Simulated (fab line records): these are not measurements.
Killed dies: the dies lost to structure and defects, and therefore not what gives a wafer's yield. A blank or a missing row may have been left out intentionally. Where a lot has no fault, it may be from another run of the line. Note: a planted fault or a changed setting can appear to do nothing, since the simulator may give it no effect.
fab line records | flow sky130
record lots=14 | wafers=42 | last-day=50
route steps=708 shown METAL1@449 VIA1@478 METAL2@483
lots untouched by any fault: they come from a run of this same line in which no faults occurred
start-h: the number of hours between the record's first day and the start of the first shown wafer of the lot | wait-h: how many hours have passed since the lot's step before this one | " as in the row above | L1.1+2: one row covering several wafers at once | - either no value or no given start | * or withheld: withheld | < > ~ a bound
route shown NAME@n: a module of which the file shows steps, and the number in the route of the first | usual: mean and standard deviation over wafers with no fault | same: alike in all rows | chamber/n: place in a boat | sites: per-site readings | _std_site: standard deviation across them | _edge_site: outer sites' mean less inner sites' | radius-mm: how far each site lies from the wafer's centre | mask NAME#n: copy n | behind: tool/chamber where the wafer was last shaped | hold: why the lot went on hold/how many hours it stayed there/how the hold came to an end | device: the transistor (n, p or np) that didn't switch | end of line: tests run on the same wafers once the route is complete | where a step has no rows: the recipe by itself | killed: the dies lost at the first sort to structure and to defects; this is not the yield of the wafer | map: the dies of a wafer, with x for killed, . for not killed, _ for no die there
set.NAME: the run value of the setting; set.NAME@STEP: its run value at that earlier step | model.NAME: the simulator's own value behind a step, which no gauge read
a sample of lots followed through the steps of the route, with each step as a table and each wafer as a row
services: from which hour (start-h, from the record's first day; less than 0 if before it) a tool's chamber was out of use, for how many hours, and why
## steps
# step SKY_METAL1_CD_MEAS_15
# recipe target-cd-nm=140
# usual cd-nm=140.1/1.3
lot.wafer | tool      | chamber | start-h | wait-h | cd-nm
L941.1    | cd-sem-02 | -       | 766.70  | -      | 137.7
L941.3    | "         | -       | "       | "      | 139.3
L941.5    | "         | -       | "       | "      | 138.7
L943.1    | cd-sem-01 | -       | 788.60  | -      | 139.7
L943.3    | "         | -       | "       | "      | 138.7
L943.5    | "         | -       | "       | "      | 138.8
L945.2    | cd-sem-02 | -       | 797.77  | -      | 140.9
L945.3    | "         | -       | "       | "      | 141.4
L945.4    | "         | -       | "       | "      | 139.9
L944.2    | cd-sem-02 | -       | 800.42  | -      | 140.8
L944.3    | "         | -       | "       | "      | 141.2
L944.5    | "         | -       | "       | "      | 140.9
L946.2    | cd-sem-01 | -       | 802.75  | -      | 139.2
L946.5    | "         | -       | "       | "      | 138.2
L946.6    | "         | -       | "       | "      | 138.7
L948.2    | cd-sem-02 | -       | 828.15  | -      | 141.1
L948.3    | "         | -       | "       | "      | 139.2
L948.4    | "         | -       | "       | "      | 140.0
L957.3    | cd-sem-02 | -       | 882.24  | -      | 138.5
L957.4    | "         | -       | "       | "      | 140.3
L957.5    | "         | -       | "       | "      | 140.9
L958.1    | cd-sem-01 | -       | 892.68  | -      | 139.6
L958.4    | "         | -       | "       | "      | 138.5
L958.5    | "         | -       | "       | "      | 140.4
L959.4    | cd-sem-02 | -       | 901.99  | -      | 138.1
L959.5    | "         | -       | "       | "      | 137.4
L959.6    | "         | -       | "       | "      | 138.2
L960.1    | cd-sem-02 | -       | 909.32  | -      | 139.0
L960.3    | "         | -       | "       | "      | 139.5
L960.4    | "         | -       | "       | "      | 139.0
L961.1    | cd-sem-02 | -       | 910.00  | -      | 141.4
L961.2    | "         | -       | "       | "      | 140.8
L961.4    | "         | -       | "       | "      | 140.7
L962.1    | cd-sem-01 | -       | 919.00  | -      | 141.4
L962.5    | "         | -       | "       | "      | 141.4
L962.6    | "         | -       | "       | "      | 141.5
L963.3    | cd-sem-01 | -       | 921.86  | -      | 140.4
L963.5    | "         | -       | "       | "      | 140.0
L963.6    | "         | -       | "       | "      | 138.8
L964.2    | cd-sem-02 | -       | 931.84  | -      | 140.3
L964.4    | "         | -       | "       | "      | 140.3
L964.5    | "         | -       | "       | "      | 140.2
# step SKY_VIA1_SPUTTER_20
# recipe material=TiN | target-thk-nm=20 | chamber-pressure-pa=5 | power-w=4000 | time-s=80
# usual throttle-valve-pct=30.4/0.99
lot.wafer | tool           | chamber | start-h | wait-h | throttle-valve-pct
L941.1    | pvd-sputter-02 | -       | 795.49  | 0.0    | 32.0
L941.3    | "              | -       | "       | "      | 29.3
L941.5    | "              | -       | "       | "      | 32.2
L943.1    | pvd-sputter-03 | -       | 817.13  | 0.0    | 30.0
L943.3    | "              | -       | "       | "      | 29.8
L943.5    | "              | -       | "       | "      | 30.6
L945.2    | pvd-sputter-02 | -       | 826.22  | 0.0    | 30.8
L945.3    | "              | -       | "       | "      | 29.3
L945.4    | "              | -       | "       | "      | 29.6
L944.2    | pvd-sputter-03 | -       | 829.38  | 0.0    | 29.9
L944.3    | "              | -       | "       | "      | 30.1
L944.5    | "              | -       | "       | "      | 30.0
L946.2    | pvd-sputter-02 | -       | 831.35  | 0.0    | 29.6
L946.5    | "              | -       | "       | "      | 29.7
L946.6    | "              | -       | "       | "      | 29.1
L948.2    | pvd-sputter-02 | -       | 856.48  | 0.0    | 29.4
L948.3    | "              | -       | "       | "      | 31.8
L948.4    | "              | -       | "       | "      | 29.4
L957.3    | pvd-sputter-03 | -       | 909.83  | 0.0    | 31.4
L957.4    | "              | -       | "       | "      | 29.5
L957.5    | "              | -       | "       | "      | 31.3
L958.1    | pvd-sputter-04 | -       | 919.80  | 0.0    | 31.5
L958.4    | "              | -       | "       | "      | 29.6
L958.5    | "              | -       | "       | "      | 31.4
L959.4    | pvd-sputter-02 | -       | 928.77  | 0.0    | 32.2
L959.5    | "              | -       | "       | "      | 29.5
L959.6    | "              | -       | "       | "      | 30.8
L960.1    | pvd-sputter-04 | -       | 937.12  | 0.0    | 31.0
L960.3    | "              | -       | "       | "      | 31.5
L960.4    | "              | -       | "       | "      | 28.6
L961.1    | pvd-sputter-02 | -       | 937.68  | 0.0    | 31.9
L961.2    | "              | -       | "       | "      | 29.5
L961.4    | "              | -       | "       | "      | 31.0
L962.1    | pvd-sputter-04 | -       | 947.04  | 0.0    | 31.1
L962.5    | "              | -       | "       | "      | 31.4
L962.6    | "              | -       | "       | "      | 28.2
L963.3    | pvd-sputter-03 | -       | 948.25  | 0.0    | 30.2
L963.5    | "              | -       | "       | "      | 31.4
L963.6    | "              | -       | "       | "      | 30.3
L964.2    | pvd-sputter-02 | -       | 958.73  | 0.0    | 29.5
L964.4    | "              | -       | "       | "      | 29.3
L964.5    | "              | -       | "       | "      | 30.6
# step SKY_METAL2_SPUTTER_00
# recipe material=Ti | target-thk-nm=15 | power-w=3000 | time-s=10 | chamber-pressure-pa=0.4
# usual throttle-valve-pct=30.5/1.2
lot.wafer | tool           | chamber | start-h | wait-h | throttle-valve-pct
L941.1    | pvd-sputter-01 | -       | 796.13  | 0.2    | 30.7
L941.3    | "              | -       | "       | "      | 32.0
L941.5    | "              | -       | "       | "      | 32.2
L943.1    | pvd-sputter-02 | -       | 817.77  | 0.2    | 29.5
L943.3    | "              | -       | "       | "      | 31.0
L943.5    | "              | -       | "       | "      | 30.7
L945.2    | pvd-sputter-01 | -       | 826.85  | 0.2    | 28.2
L945.3    | "              | -       | "       | "      | 31.4
L945.4    | "              | -       | "       | "      | 32.0
L944.2    | pvd-sputter-01 | -       | 830.02  | 0.2    | 32.2
L944.3    | "              | -       | "       | "      | 31.6
L944.5    | "              | -       | "       | "      | 28.4
L946.2    | pvd-sputter-01 | -       | 832.03  | 0.2    | 31.9
L946.5    | "              | -       | "       | "      | 30.4
L946.6    | "              | -       | "       | "      | 32.2
L948.2    | pvd-sputter-03 | -       | 857.12  | 0.1    | 31.1
L948.3    | "              | -       | "       | "      | 29.9
L948.4    | "              | -       | "       | "      | 30.3
L957.3    | pvd-sputter-01 | -       | 910.56  | 0.2    | 30.5
L957.4    | "              | -       | "       | "      | 31.5
L957.5    | "              | -       | "       | "      | 28.5
L958.1    | pvd-sputter-02 | -       | 922.39  | 0.1    | 29.4
L958.4    | "              | -       | "       | "      | 32.1
L958.5    | "              | -       | "       | "      | 31.8
L959.4    | pvd-sputter-01 | -       | 929.40  | 0.2    | 32.3
L959.5    | "              | -       | "       | "      | 31.7
L959.6    | "              | -       | "       | "      | 30.4
L960.1    | pvd-sputter-01 | -       | 937.76  | 0.1    | 30.5
L960.3    | "              | -       | "       | "      | 32.1
L960.4    | "              | -       | "       | "      | 28.7
L961.1    | pvd-sputter-03 | -       | 938.32  | 0.2    | 30.1
L961.2    | "              | -       | "       | "      | 31.2
L961.4    | "              | -       | "       | "      | 30.6
L962.1    | pvd-sputter-02 | -       | 947.67  | 0.2    | 29.6
L962.5    | "              | -       | "       | "      | 31.8
L962.6    | "              | -       | "       | "      | 30.7
L963.3    | pvd-sputter-01 | -       | 948.88  | 0.2    | 32.2
L963.5    | "              | -       | "       | "      | 28.4
L963.6    | "              | -       | "       | "      | 31.2
L964.2    | pvd-sputter-02 | -       | 959.37  | 0.2    | 29.7
L964.4    | "              | -       | "       | "      | 29.3
L964.5    | "              | -       | "       | "      | 29.6
# step SKY_METAL2_METAL_ETCH_19
# recipe target-depth-a=3600 | stop-on=SiO2 | over-etch-frac=0.3 | time-s=78 | chemistry=Cl2/BCl3 | resist-sidewall-deg=88 | pressure-mtorr=10 | icp-w=900 | bias-w=48.5 | Cl2_flow_sccm=60 | bcl3-flow-sccm=30
# usual bcl3-flow-sccm=30.01/0.08 | bias-w=48.51/0.14 | drypump-motor-current-A=5.46/0.26 | oes-product-au=0.856/0.005 | over-etch-frac=0.3/0 | throttle-valve-pct=22.266/0.0093
lot.wafer | tool         | chamber | start-h | wait-h | bcl3-flow-sccm | bias-w | drypump-motor-current-A | oes-product-au | over-etch-frac | rf-hours-counter-h | throttle-valve-pct
L941.1    | rie-metal-01 | 1       | 822.93  | 0.0    | 30.07          | 48.44  | 5.23                    | 0.848          | 0.3            | 6                  | 22.257
L941.3    | "            | 1       | "       | "      | 29.89          | 48.29  | 5.24                    | 0.858          | 0.3            | -                  | 22.263
L941.5    | "            | 0       | "       | "      | 29.94          | 48.51  | 5.43                    | 0.852          | 0.3            | -                  | 22.263
L943.1    | rie-metal-04 | 1       | 844.43  | 0.0    | 30.01          | 48.67  | 6.03                    | 0.850          | 0.3            | 6                  | 22.269
L943.3    | "            | 1       | "       | "      | 30.00          | 48.60  | 5.99                    | 0.848          | 0.3            | -                  | 22.275
L943.5    | "            | 0       | "       | "      | 30.01          | 48.28  | 5.21                    | 0.852          | 0.3            | -                  | 22.254
L945.2    | rie-metal-01 | 1       | 853.43  | 0.1    | 29.92          | 48.74  | 5.25                    | 0.848          | 0.3            | -                  | 22.265
L945.3    | "            | 1       | "       | "      | 30.00          | 48.86  | 5.25                    | 0.846          | 0.3            | -                  | 22.274
L945.4    | "            | 1       | "       | "      | 29.94          | 48.73  | 5.25                    | 0.856          | 0.3            | -                  | 22.269
L944.2    | rie-metal-01 | 1       | 856.96  | 0.1    | 30.03          | 48.40  | 5.24                    | 0.865          | 0.3            | -                  | 22.253
L944.3    | "            | 1       | "       | "      | 30.07          | 48.30  | 5.24                    | 0.859          | 0.3            | -                  | 22.257
L944.5    | "            | 1       | "       | "      | 30.20          | 48.63  | 5.24                    | 0.861          | 0.3            | -                  | 22.277
L946.2    | rie-metal-02 | 0       | 858.59  | 0.0    | 29.93          | 48.62  | 5.65                    | 0.867          | 0.3            | 2                  | 22.269
L946.5    | "            | 1       | "       | "      | 29.88          | 48.55  | 5.37                    | 0.859          | 0.3            | -                  | 22.260
L946.6    | "            | 0       | "       | "      | 30.04          | 48.64  | 5.63                    | 0.861          | 0.3            | -                  | 22.248
L948.2    | rie-metal-02 | 0       | 883.74  | 0.0    | 29.96          | 48.42  | 5.66                    | 0.855          | 0.3            | 3                  | 22.272
L948.3    | "            | 0       | "       | "      | 29.86          | 48.63  | 5.64                    | 0.861          | 0.3            | -                  | 22.283
L948.4    | "            | 1       | "       | "      | 29.99          | 48.52  | 5.35                    | 0.855          | 0.3            | -                  | 22.266
L957.3    | rie-metal-01 | 0       | 935.37  | 0.1    | -              | -      | -                       | -              | -              | -                  | -
L957.4    | "            | 1       | "       | "      | -              | -      | -                       | -              | -              | -                  | -
L957.5    | "            | 0       | "       | "      | -              | -      | -                       | -              | -              | -                  | -
L958.1    | rie-metal-04 | 0       | 947.06  | 0.0    | -              | -      | -                       | -              | -              | -                  | -
L958.4    | "            | 0       | "       | "      | -              | -      | -                       | -              | -              | -                  | -
L958.5    | "            | 1       | "       | "      | -              | -      | -                       | -              | -              | -                  | -
L959.4    | rie-metal-04 | 0       | 954.20  | 0.1    | 29.95          | 48.41  | 5.21                    | 0.849          | 0.3            | -                  | 22.278
L959.5    | "            | 1       | "       | "      | 30.00          | 48.55  | 5.99                    | 0.855          | 0.3            | -                  | 22.268
L959.6    | "            | 0       | "       | "      | 29.92          | 48.26  | 5.22                    | 0.856          | 0.3            | -                  | 22.258
L960.1    | rie-metal-04 | 0       | 962.66  | 0.0    | 30.00          | 48.62  | 5.20                    | 0.852          | 0.3            | 16                 | 22.267
L960.3    | "            | 0       | "       | "      | 29.88          | 48.55  | 5.20                    | 0.856          | 0.3            | -                  | 22.257
L960.4    | "            | 1       | "       | "      | 30.07          | 48.53  | 5.97                    | 0.865          | 0.3            | -                  | 22.263
L961.1    | rie-metal-02 | 0       | 963.47  | 0.0    | 29.98          | 48.38  | 5.61                    | 0.855          | 0.3            | 6                  | 22.254
L961.2    | "            | 1       | "       | "      | 30.04          | 48.43  | 5.38                    | 0.849          | 0.3            | 7                  | 22.271
L961.4    | "            | 1       | "       | "      | 30.01          | 48.43  | 5.36                    | 0.861          | 0.3            | -                  | 22.269
L962.1    | rie-metal-04 | 1       | 973.01  | 0.0    | 30.04          | 48.62  | 6.04                    | 0.860          | 0.3            | 13                 | 22.266
L962.5    | "            | 1       | "       | "      | 30.02          | 48.61  | 6.03                    | 0.860          | 0.3            | -                  | 22.291
L962.6    | "            | 0       | "       | "      | 29.86          | 48.52  | 5.20                    | 0.858          | 0.3            | -                  | 22.266
L963.3    | rie-metal-02 | 0       | 973.87  | 0.1    | 30.13          | 48.43  | 5.63                    | 0.853          | 0.3            | -                  | 22.258
L963.5    | "            | 0       | "       | "      | 30.12          | 48.45  | 5.64                    | 0.857          | 0.3            | -                  | 22.241
L963.6    | "            | 1       | "       | "      | 29.99          | 48.72  | 5.34                    | 0.859          | 0.3            | -                  | 22.279
L964.2    | rie-metal-02 | 1       | 984.14  | 0.0    | 30.09          | 48.45  | 5.38                    | 0.858          | 0.3            | 9                  | 22.260
L964.4    | "            | 1       | "       | "      | 29.99          | 48.37  | 5.37                    | 0.866          | 0.3            | -                  | 22.253
L964.5    | "            | 0       | "       | "      | 29.99          | 48.37  | 5.64                    | 0.854          | 0.3            | -                  | 22.271
# step SKY_METAL2_STRIP_20
# recipe chemistry=O2/N2 | power-w=1400 | pressure-mtorr=1500 | platen-temp-c=withheld | o2-flow-sccm=3000 | n2-flow-sccm=300 | overash-fraction=0.5
# usual drypump-motor-current-A=5.6/0.57 | oes-product-au=0.343/0.0051 | strip-time-to-endpoint-s=2.71/0.04
lot.wafer | tool            | chamber | start-h | wait-h | drypump-motor-current-A | oes-product-au | rf-hours-counter-h | strip-time-to-endpoint-s
L941.1    | plasma-asher-03 | 1       | 823.02  | 0.1    | 5.2                     | 0.334          | 68                 | 2.78
L941.3    | "               | 0       | "       | "      | 6.1                     | 0.343          | -                  | 2.75
L941.5    | "               | 0       | "       | "      | 6.2                     | 0.344          | -                  | 2.67
L943.1    | plasma-asher-03 | 0       | 844.52  | 0.1    | 6.2                     | 0.346          | 70                 | 2.72
L943.3    | "               | 0       | "       | "      | 6.2                     | 0.342          | -                  | 2.71
L943.5    | "               | 1       | "       | "      | 5.3                     | 0.331          | -                  | 2.68
L945.2    | plasma-asher-02 | 1       | 853.58  | 0.1    | 6.5                     | 0.351          | 101                | 2.74
L945.3    | "               | 1       | "       | "      | 6.4                     | 0.344          | -                  | 2.74
L945.4    | "               | 0       | "       | "      | 5.8                     | 0.341          | -                  | 2.76
L944.2    | plasma-asher-02 | 1       | 857.11  | 0.1    | 6.5                     | 0.341          | 102                | 2.78
L944.3    | "               | 1       | "       | "      | 6.5                     | 0.347          | -                  | 2.79
L944.5    | "               | 1       | "       | "      | 6.5                     | 0.342          | -                  | 2.77
L946.2    | plasma-asher-01 | 0       | 858.68  | 0.1    | 4.9                     | 0.335          | 11                 | 2.68
L946.5    | "               | 0       | "       | "      | 4.9                     | 0.341          | -                  | 2.61
L946.6    | "               | 1       | "       | "      | 5.2                     | 0.329          | -                  | 2.69
L948.2    | plasma-asher-01 | 1       | 883.83  | 0.1    | 5.2                     | 0.343          | 14                 | 2.76
L948.3    | "               | 1       | "       | "      | 5.2                     | 0.339          | -                  | 2.75
L948.4    | "               | 0       | "       | "      | 4.8                     | 0.339          | -                  | 2.67
L957.3    | plasma-asher-03 | 1       | 935.46  | 0.1    | 5.2                     | 0.445          | -                  | 5.21
L957.4    | "               | 0       | "       | "      | 6.2                     | 0.446          | -                  | 5.21
L957.5    | "               | 0       | "       | "      | 6.2                     | 0.439          | -                  | 5.20
L958.1    | plasma-asher-03 | 1       | 947.15  | 0.1    | 5.3                     | 0.443          | 80                 | 5.16
L958.4    | "               | 1       | "       | "      | 5.2                     | 0.439          | -                  | 5.19
L958.5    | "               | 1       | "       | "      | 5.3                     | 0.447          | -                  | 5.19
L959.4    | plasma-asher-01 | 0       | 954.29  | 0.1    | 4.9                     | 0.343          | -                  | 2.69
L959.5    | "               | 1       | "       | "      | 5.2                     | 0.346          | -                  | 2.71
L959.6    | "               | 0       | "       | "      | 4.9                     | 0.341          | -                  | 2.63
L960.1    | plasma-asher-01 | 1       | 962.75  | 0.1    | 5.2                     | 0.345          | 22                 | 2.64
L960.3    | "               | 0       | "       | "      | 4.9                     | 0.340          | -                  | 2.67
L960.4    | "               | 1       | "       | "      | 5.2                     | 0.348          | -                  | 2.71
L961.1    | plasma-asher-01 | 0       | 963.56  | 0.1    | 4.9                     | 0.344          | 22                 | 2.71
L961.2    | "               | 1       | "       | "      | 5.2                     | 0.340          | 22                 | 2.67
L961.4    | "               | 1       | "       | "      | 5.2                     | 0.340          | -                  | 2.66
L962.1    | plasma-asher-02 | 0       | 973.10  | 0.1    | 5.8                     | 0.344          | 113                | 2.71
L962.5    | "               | 1       | "       | "      | 6.5                     | 0.345          | -                  | 2.70
L962.6    | "               | 0       | "       | "      | 5.8                     | 0.332          | -                  | 2.69
L963.3    | plasma-asher-03 | 1       | 973.96  | 0.1    | 5.2                     | 0.353          | -                  | 2.68
L963.5    | "               | 0       | "       | "      | 6.2                     | 0.344          | -                  | 2.71
L963.6    | "               | 1       | "       | "      | 5.3                     | 0.338          | -                  | 2.63
L964.2    | plasma-asher-01 | 0       | 984.23  | 0.1    | 4.8                     | 0.340          | 24                 | 2.73
L964.4    | "               | 0       | "       | "      | 4.8                     | 0.346          | -                  | 2.70
L964.5    | "               | 0       | "       | "      | 4.9                     | 0.354          | -                  | 2.78
## services
tool            | chamber | start-h | hours | kind
rie-metal-02    | 1       | 776.92  | -     | clean
rie-metal-02    | 1       | 776.92  | 19.0  | scheduled-down
rie-metal-02    | 1       | 776.92  | 19.0  | vent-cycle
pvd-sputter-03  | -       | 777.55  | 8.3   | repair
pvd-sputter-03  | -       | 791.39  | 2.1   | repair
rie-metal-02    | 0       | 795.87  | -     | clean
plasma-asher-03 | -       | 800.64  | 3.2   | repair
plasma-asher-03 | -       | 817.15  | 0.5   | repair
pvd-sputter-01  | 0       | 849.72  | -     | consumable-replace:kit
pvd-sputter-01  | 0       | 849.72  | 18.0  | scheduled-down
pvd-sputter-01  | 0       | 849.72  | 18.0  | vent-cycle
pvd-sputter-01  | -       | 856.86  | 5.8   | repair
pvd-sputter-04  | -       | 911.24  | 1.8   | repair
pvd-sputter-03  | -       | 920.58  | 4.2   | repair
rie-metal-02    | -       | 924.23  | 14.6  | pm
pvd-sputter-03  | 3       | 926.03  | -     | consumable-replace:kit
pvd-sputter-03  | 3       | 926.03  | 18.0  | scheduled-down
pvd-sputter-03  | 3       | 926.03  | 18.0  | vent-cycle
plasma-asher-03 | -       | 929.29  | 0.7   | repair
pvd-sputter-02  | -       | 939.99  | 5.9   | repair
plasma-asher-02 | -       | 951.60  | 0.8   | repair
pvd-sputter-01  | 3       | 968.65  | -     | consumable-replace:kit
pvd-sputter-01  | 3       | 968.65  | 18.0  | scheduled-down
pvd-sputter-01  | 3       | 968.65  | 18.0  | vent-cycle
## key
first-sign step=SKY_METAL2_METAL_ETCH_19 | reading=tool-record | direction=missing
effect step=SKY_METAL2_STRIP_20 | reading=strip-time-to-endpoint-s | direction=up | sigmas=61 | usual=* | struck=*
met-at SKY_METAL2_METAL_ETCH_19
struck-lots L957,L958
later-rows-left-out L957.3,L957.4,L957.5,L958.1,L958.4,L958.5
sort-left-out L957.3,L957.4,L957.5,L958.1,L958.4,L958.5
not-acting-at SKY_METAL1_CD_MEAS_15,SKY_VIA1_SPUTTER_20,SKY_METAL2_SPUTTER_00
onset-between 856.96 935.37
fault kind=skipped-step-whole | tool=rie-metal-01,rie-metal-04 | chamber=- | onset-h=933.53 | steps=SKY_METAL2_METAL_ETCH_19 | scope=struck-lots-only
# sort-left-out: the simulated sort isn't trusted on such a fault, so these wafers' sort isn't shown, and their yield isn't known
# later-rows-left-out: the simulator's readings of these wafers behind a module that went badly wrong aren't trusted and aren't shown, but for the sort
